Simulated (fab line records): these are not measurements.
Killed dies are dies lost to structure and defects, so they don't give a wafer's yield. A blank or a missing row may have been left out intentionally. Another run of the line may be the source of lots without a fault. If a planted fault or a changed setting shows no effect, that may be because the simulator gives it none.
Code-filled problem report in 8D (eight disciplines) form || flow sky130 || the parts of the form that need people (team, actions taken, sign-off) are left out

1. WHAT IS WRONG
Mean VIA4_HDPCVD_THK at SKY_VIA4_THK_MEAS_01: 2625 nm over 6 wafers in 2 lots; fault-free wafers: 1743 nm, standard deviation 24. Relative to the usual mean, that is a shift of +37 standard deviations.
The first sign was on wafer L794.3 at day 45 17:10, on film metro-03. At this step, 33 wafers from 11 lots have a number in the record. The rule behind "out" and "out of limits": a value lying over 4 standard deviations away from the usual mean. The rest of the wafers with a number are treated as sound.

2. WHAT IT IS, AND WHAT IT ISN'T
{"question": "which readings at this step", "is": "VIA4_HDPCVD_THK", "is not": "-"}
{"question": "which lots", "is": "L794, L796", "is not": "L781, L782, L783, L784, L785, L786, L787, L788, L800"}
{"question": "which wafers of those lots", "is": "all that have a number", "is not": "-"}
{"question": "read on which gauges", "is": "film metro-02, film metro-03", "is not": "film metro-01"}
{"question": "when", "is": "from day 45 17:10", "is not": "up to then (24 sound wafers); but 3 sound wafers of L800 came after"}

3. WHAT RULES OUT EACH SUSPECT
Counting: a tool stays on the suspect list if, at a process step up to the reading, it processed all lots that are out and no sound lot following the first of them.
- the gauge at SKY_VIA4_THK_MEAS_01 has been ruled out. 2 gauges (film metro-02, film metro-03) read the wafers that are out.
- hdpcvd-01 at SKY_VIA4_HDPCVD_00 (deposits SiO2, target thk 1750 nm, time 291.7 s): kept. Every lot that is out went through it, starting with L794 (day 45 16:58), and after that it ran no sound lot; the last sound lot it ran before then is L788 (day 44 17:12). Its own readings are out on those wafers: sih4 flow sccm.
The count leaves hdpcvd-01 at SKY_VIA4_HDPCVD_00.

4. THE CAUSE (what the simulator had put in)
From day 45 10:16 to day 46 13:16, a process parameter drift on hdpcvd-01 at SKY_VIA4_HDPCVD_00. From 60, the setting sih4 flow sccm moved by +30. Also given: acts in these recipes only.
The count eliminated every tool but this one.

5. THE EFFECT CHAIN, in route order
Each row: a reading whose mean over the struck wafers that have a number lies more than 3 standard deviations from the usual. Only readings whose record carries a usual standard deviation are examined. hours: median over the lots of the time between each lot's start at the first step of this table that gives one and its start at this step. sigmas: the change, counted in usual standard deviations.
{"hours": 0, "step": "SKY_VIA4_HDPCVD_00", "reading": "sih4 flow sccm", "usual": "60.00 sccm", "on struck wafers": 89.96, "change": "+29.96", "sigmas": "+99 or more"}
{"hours": 0, "step": "SKY_VIA4_THK_MEAS_01", "reading": "VIA4_HDPCVD_THK", "usual": "1743 nm", "on struck wafers": 2625, "change": "+882", "sigmas": "+37"}
Its process steps:
- SKY_VIA4_HDPCVD_00: deposits SiO2, target thk 1750 nm, time 291.7 s.

6. HOW IT WOULD HAVE BEEN CAUGHT EARLIER
7 hours passed between the start of the fault at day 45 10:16 and the first reading out of limits at a measuring or inspecting step in this record, taken at day 45 17:10.
Tool's own readings at SKY_VIA4_HDPCVD_00, sih4 flow sccm: out on all struck wafers the step has rows for; an alarm limit on them would have tripped on the first.
Among the 2 lots that are out, L796 began SKY_VIA4_HDPCVD_00 on hdpcvd-01 after day 45 17:10. Had the tool been put on hold then, it would have been spared.
